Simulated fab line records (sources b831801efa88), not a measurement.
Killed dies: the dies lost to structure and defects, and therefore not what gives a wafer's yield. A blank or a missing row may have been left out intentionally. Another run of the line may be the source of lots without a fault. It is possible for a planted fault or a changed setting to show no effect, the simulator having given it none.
Which tool was responsible? -- flow gf180mcu -- 36 wafers from 12 lots sampled at 4 of the route's 602 steps

WHAT EACH GAUGE READ, for each wafer
GF_M1_CD_MEAS_14: target cd 230 nm. Usual: cd nm reads 229.9 nm (standard deviation 1).
lot,measured,on,cd nm (nm),flag
L616,day 17 16:55,cd sem-01,231.3 230.7 231.3,
L617,day 17 20:35,cd sem-02,229.9 230.8 231.0,
L621,day 19 04:55,cd sem-02,229.8 230.3 230.0,
L622,day 20 00:11,cd sem-02,231.8 230.0 230.1,
L627,day 22 00:38,cd sem-02,229.1 229.2 228.7,
L628,day 22 01:50,cd sem-01,231.4 229.7 231.3,
L629,day 22 05:29,cd sem-02,228.4 228.4 229.1,
L632,day 23 05:02,cd sem-02,228.2 229.6 228.8,
L634,day 24 00:20,cd sem-01,215.2 214.6 213.9,OFF
L636,day 24 09:40,cd sem-01,212.1 213.4 212.1,OFF
L637,day 25 02:04,cd sem-02,229.2 230.3 229.7,
L638,day 25 06:04,cd sem-02,231.7 231.8 231.9,

GF_V1_THK_MEAS_03. Usual: for V1_CVD_02_THK the level is 856 nm and the standard deviation is 13.
lot,measured,on,V1_CVD_02_THK (nm),flag
L616,day 17 17:55,film metro-02,853 860 844,
L617,day 17 21:36,film metro-04,827 856 835,
L621,day 19 05:56,film metro-02,846 857 866,
L622,day 20 01:13,film metro-04,853 840 864,
L627,day 22 01:37,film metro-03,850 865 875,
L628,day 22 02:58,film metro-02,856 845 875,
L629,day 22 06:31,film metro-03,860 853 845,
L632,day 23 06:12,film metro-02,859 847 875,
L634,day 24 01:22,film metro-04,844 844 862,
L636,day 24 10:50,film metro-03,854 872 846,
L637,day 25 03:05,film metro-02,850 876 846,
L638,day 25 07:10,film metro-04,856 861 863,

WHICH TOOL RAN EACH LOT (tool, then ch and the chambers of the sampled wafers, then the start)
lot,GF_M1_SPUTTER_00,GF_M1_PEB_12
L616,"pvd sputter-02, day 16 18:01","litho track-02 ch 0, day 17 16:35"
L617,"pvd sputter-02, day 16 20:55","litho track-02 ch 0, day 17 20:16"
L621,"pvd sputter-03, day 18 04:44","litho track-04 ch 0, day 19 04:35"
L622,"pvd sputter-02, day 18 23:16","litho track-03 ch 0, day 19 23:50"
L627,"pvd sputter-01, day 21 00:53","litho track-02 ch 0, day 22 00:19"
L628,"pvd sputter-02, day 21 01:50","litho track-04 ch 0, day 22 01:29"
L629,"pvd sputter-02, day 21 05:36","litho track-04 ch 0, day 22 05:08"
L632,"pvd sputter-02, day 22 05:40","litho track-04 ch 0, day 23 04:41"
L634,"pvd sputter-01, day 23 01:31","litho track-04 ch 0, day 23 23:59"
L636,"pvd sputter-02, day 23 11:44","litho track-04 ch 0, day 24 09:20"
L637,"pvd sputter-01, day 24 04:04","litho track-02 ch 0, day 25 01:43"
L638,"pvd sputter-03, day 24 08:22","litho track-02 ch 0, day 25 05:43"
- GF_M1_SPUTTER_00: material Ti, target thk 37.5 nm, time 150 s.
- GF_M1_PEB_12: peb time 90 s.

AS READ BY THE TOOLS THEMSELVES (means over the sampled wafers that have a number; for cases with no such wafer, the mark the record gives instead)
GF_M1_SPUTTER_00. Usual: throttle valve pct reads 29.6 % (standard deviation 0.73).
lot,tool,throttle valve pct (%),flag
L616,pvd sputter-02,29.3,
L617,pvd sputter-02,29.2,
L621,pvd sputter-03,29.3,
L622,pvd sputter-02,29.8,
L627,pvd sputter-01,29.9,
L628,pvd sputter-02,29.6,
L629,pvd sputter-02,30.0,
L632,pvd sputter-02,29.5,
L634,pvd sputter-01,29.9,
L636,pvd sputter-02,30.7,
L637,pvd sputter-01,29.9,
L638,pvd sputter-03,29.4,

GF_M1_PEB_12. Usual: heater power total W 85.69 W, standard deviation 0.084; plate temp C 135.04 C, standard deviation 0.17.
lot,tool,heater power total W (W),plate temp C (C),flag
L616,litho track-02,85.77,134.71,
L617,litho track-02,85.73,135.01,
L621,litho track-04,85.72,135.16,
L622,litho track-03,85.67,135.05,
L627,litho track-02,85.56,135.26,
L628,litho track-04,85.70,135.15,
L629,litho track-04,85.76,135.25,
L632,litho track-04,85.67,134.88,
L634,litho track-04,92.64,143.39,OFF
L636,litho track-04,92.67,143.32,OFF
L637,litho track-02,85.68,135.00,
L638,litho track-02,85.76,135.29,

THE ANSWER, worked out from the rows above alone
Rule: lot off if the mean of its wafers having a number is beyond 3 standard deviations from the usual mean. A lot without any number at a reading at which 4 lots or more have one is off too. Where the step has rows for the other lots, those lots are counted as sound. First the gauges in route order, then the tools' own readings, where a lot's mean is used as printed above. The first step at which some lot is off is used, and at that step the reading that is off furthest; a lot without a number counts as furthest.
Off at GF_M1_CD_MEAS_14 (cd nm): L634, L636.
A tool fits if, at a process step before that reading, it ran every lot that is off, and no sound lot after the first of them. The gauges at GF_M1_CD_MEAS_14 aren't tried: what is off there is off at GF_M1_PEB_12 too, on other tools, and a gauge's error can't cause that. One fits: litho track-04 at GF_M1_PEB_12. Its last sound lot is L632 (day 23 04:41), its first lot that is off L634 (day 23 23:59): a fault that began between those two fits.
The tool's own readings at GF_M1_PEB_12 bear it out: on the lots that are off they differ by more than 5 times the standard deviation of the sound lots' means. heater power total W reads 92.66 W there against 85.70 W on the sound lots; plate temp C reads 143.35 C there against 135.08 C on the sound lots.

WHAT THE SIMULATOR PUT IN
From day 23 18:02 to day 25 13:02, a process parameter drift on litho track-04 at GF_M1_PEB_12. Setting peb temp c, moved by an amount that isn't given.
Shown lots that were struck: L634, L636. The rule given above showed the same thing.
